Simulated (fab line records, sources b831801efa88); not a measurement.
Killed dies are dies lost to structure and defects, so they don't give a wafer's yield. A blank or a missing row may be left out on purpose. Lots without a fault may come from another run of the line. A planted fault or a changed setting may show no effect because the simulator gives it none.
A struck lot beside a sound one | flow sfq_line | 14 steps out of a route of 325
Sound: wafers L837.1, L837.4, L837.6. Struck: wafers L845.1, L845.5, L845.6. The cause comes at the end.
At each step with rows: each side's tool, then ch and its chambers, then its first start. Under that, the readings that differ: sound wafers | struck wafers | difference of the means | sigmas: that difference in standard deviations of wafers without a fault.
alike: readings whose means differ by less than 2 such deviations, and words and numbers that are the same on both sides. not compared: withheld readings, readings that some wafer has no value for, bounds like >300 that may hide the same value, and numbers for which the record gives no deviation and whose values overlap.
The two part at a step that has a row with sigmas, a row that says differs or no value, or rows on one side only. Numbers that don't overlap but have no deviation are shown without sigmas and don't part them. A reading that every wafer of one side lacks parts them only if that side has two wafers or more.

first, 2 steps without rows for these wafers: SFQ_TRILAYER_I2_VIA_STRIP_SOLV_CLEAN_072 (cleans in NMP, time 600 s); SFQ_TRILAYER_M3_DEP_PRE_CLEAN_074 (time 22.5 s).
SFQ_TRILAYER_M3_DEP_SPUTTER_073: material Nb, target thk 200 nm, time 133.3 s.
  sound on pvd_sputter-06, day 31 15:16; struck on pvd_sputter-03, day 33 20:13
  reading                | sound          | struck         | difference | sigmas
  throttle_valve_pct (%) | 28.2 28.9 28.8 | 30.5 30.7 29.7 | +1.7       | +2
SFQ_M3_RS_MEAS_919: measures by four-point-probe.
  sound on film_metro-02, day 31 15:22; struck on film_metro-02, day 33 20:19
  alike: M3_NB_RS
then, 6 steps without rows for these wafers: SFQ_TRILAYER_M3_LITHO_COAT_080 (resist thk 62 nm); SFQ_TRILAYER_M3_LITHO_COAT_075 (resist thk 600 nm); SFQ_TRILAYER_M3_LITHO_SOFTBAKE_079; SFQ_TRILAYER_M3_LITHO_EXPOSE_076 (exposes mask M3, target cd 500 nm); SFQ_TRILAYER_M3_LITHO_PEB_078 (peb time 60 s); SFQ_TRILAYER_M3_LITHO_DEVELOP_077 (time 60 s).
-- the record jumps here: 6 days lie between the struck wafers' starts before and after --
SFQ_M3_OVL_MEAS_921:
  sound on overlay-02, day 37 22:44; struck on overlay-02, day 40 07:15
  alike: M3_OVL
SFQ_TRILAYER_M3_BARC_OPEN_METAL_ETCH_100: etches BARC in O2, target depth 125 nm, time 41.7 s.
  sound on rie_metal-04 ch 0,1, day 37 22:47; struck on rie_metal-04 ch 0,1, day 40 07:17
  reading                                             | sound             | struck            | difference | sigmas
  oes_product_au (a.u.)                               | 0.672 0.680 0.691 | 0.739 0.744 0.756 | +0.065     | +13
  run_length_s (s)                                    | 69.4 69.5 70.3    | 65.0 65.8 65.1    | -4.4       | -13
  model.KrF_of_TRILAYER_M3_LITHO_COAT_075.thk_nm (nm) | 523.8 522.9 522.3 | 528.3 528.6 527.1 | +5.0       |
  alike: drypump_motor_current_A
  not compared: rf_hours_counter_h
SFQ_TRILAYER_M3_ETCH_METAL_ETCH_078: etches Nb in Cl2/Ar, stops on SiO2, target depth 240 nm, time 120 s.
  sound on rie_metal-04 ch 0,1, day 37 22:50; struck on rie_metal-04 ch 0,1, day 40 07:20
  reading                                             | sound             | struck            | difference | sigmas
  model.KrF_of_TRILAYER_M3_LITHO_COAT_075.thk_nm (nm) | 383.9 383.1 382.1 | 388.9 388.6 387.8 | +5.4       |
  alike: drypump_motor_current_A, oes_product_au, run_length_s
  not compared: rf_hours_counter_h
SFQ_TRILAYER_M3_STRIP_STRIP_079: strips in O2.
  sound on rie_metal-04 ch 0,1, day 37 22:58; struck on rie_metal-04 ch 0,1, day 40 07:28
  alike: drypump_motor_current_A, oes_product_au
  not compared: rf_hours_counter_h

WHERE THEY PART
First at SFQ_TRILAYER_M3_DEP_SPUTTER_073; last, within this record, at SFQ_TRILAYER_M3_BARC_OPEN_METAL_ETCH_100. Later steps at which nothing parts them and some readings are alike: SFQ_TRILAYER_M3_ETCH_METAL_ETCH_078, SFQ_TRILAYER_M3_STRIP_STRIP_079.

WHY: what the simulator had put in
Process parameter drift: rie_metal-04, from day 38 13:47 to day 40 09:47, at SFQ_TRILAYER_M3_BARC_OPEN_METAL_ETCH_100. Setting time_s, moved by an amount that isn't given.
